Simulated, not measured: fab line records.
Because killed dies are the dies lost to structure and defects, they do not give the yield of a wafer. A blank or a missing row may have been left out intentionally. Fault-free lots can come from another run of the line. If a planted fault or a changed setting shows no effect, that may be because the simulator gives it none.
Problem report in the 8D (eight disciplines) form, filled by code :: flow gf180mcu :: the parts of the form that need people (team, actions taken, sign-off) are left out

## 1. THE ISSUE
On 3 wafers of 1 lot, runLengthS at GF_SAB_WET_ETCH_12 has a mean of 334 s; fault-free wafers read 468 s, standard deviation 3.7. That is -36 standard deviations from the usual mean.
The step: etches SiO2 in dHF, target depth 22 nm, time 440 s.
The first sign was on wafer L911.1 at day 20 12:28, on wetBench-02. The record has a number at this step for 39 wafers belonging to 13 lots. The rule behind "out" and "out of limits": a value lying over 4 standard deviations away from the usual mean. Any other wafer with a number is counted as sound.

## 2. WHAT IT IS, AND WHAT IT ISN'T
question: which readings at this step
is: runLengthS
is not: -

question: which lots
is: L911
is not: L896, L897, L899, L902, L903, L904, L905, L906, L909, L917, L918, L919

question: which wafers of those lots
is: all that have a number
is not: -

question: read on which tools
is: wetBench-02
is not: wetBench-01, wetBench-04

question: when
is: from day 20 12:28
is not: up to then (27 sound wafers); but 9 sound wafers of L917, L918, L919 came after

## 3. SUSPECTS, AND WHAT RULES EACH OUT
Counting: a tool at a process step up to the reading stays a suspect if it ran every lot that is out and no sound lot after the first of them.
- plasmaAsher-03 at GF_PSD_STRIP_10 (strips in O2/N2): ruled out as a lasting fault. Following L911 (day 19 11:35), the first lot on it that is out, the sound lots L918 were run on it.
- wetBench-02 at GF_SAB_WET_ETCH_12 (etches SiO2 in dHF, target depth 22 nm, time 440 s): ruled out as a lasting fault. Following L911 (day 20 12:28), the first lot on it that is out, the sound lots L917, L919 were run on it.
Left after counting: nothing in the record.

## 4. THE CAUSE (what the simulator had put in)
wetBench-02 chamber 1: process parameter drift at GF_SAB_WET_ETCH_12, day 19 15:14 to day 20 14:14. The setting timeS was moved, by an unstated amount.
Counting ruled it out, wrongly.

## 5. SEQUENCE OF EFFECTS, ordered by route
One row per reading whose mean, taken over the struck wafers that have a number, lies over 3 standard deviations from the usual. Only readings whose record carries a usual standard deviation are examined. hours: median over the lots of the time between each lot's start at the first step of this table that gives one and its start at this step. sigmas: the change, counted in usual standard deviations.
hours: 0
step: GF_SAB_WET_ETCH_12
reading: runLengthS
usual: 468 s
on struck wafers: 334
change: -134
sigmas: -36
Here are the process steps it includes:
- GF_SAB_WET_ETCH_12: etches SiO2 in dHF, target depth 22 nm, time 440 s.

## 6. HOW IT WOULD HAVE BEEN CAUGHT EARLIER
21 hours passed between the start of the fault at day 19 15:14 and the first reading out of limits in this record, taken at day 20 12:28.
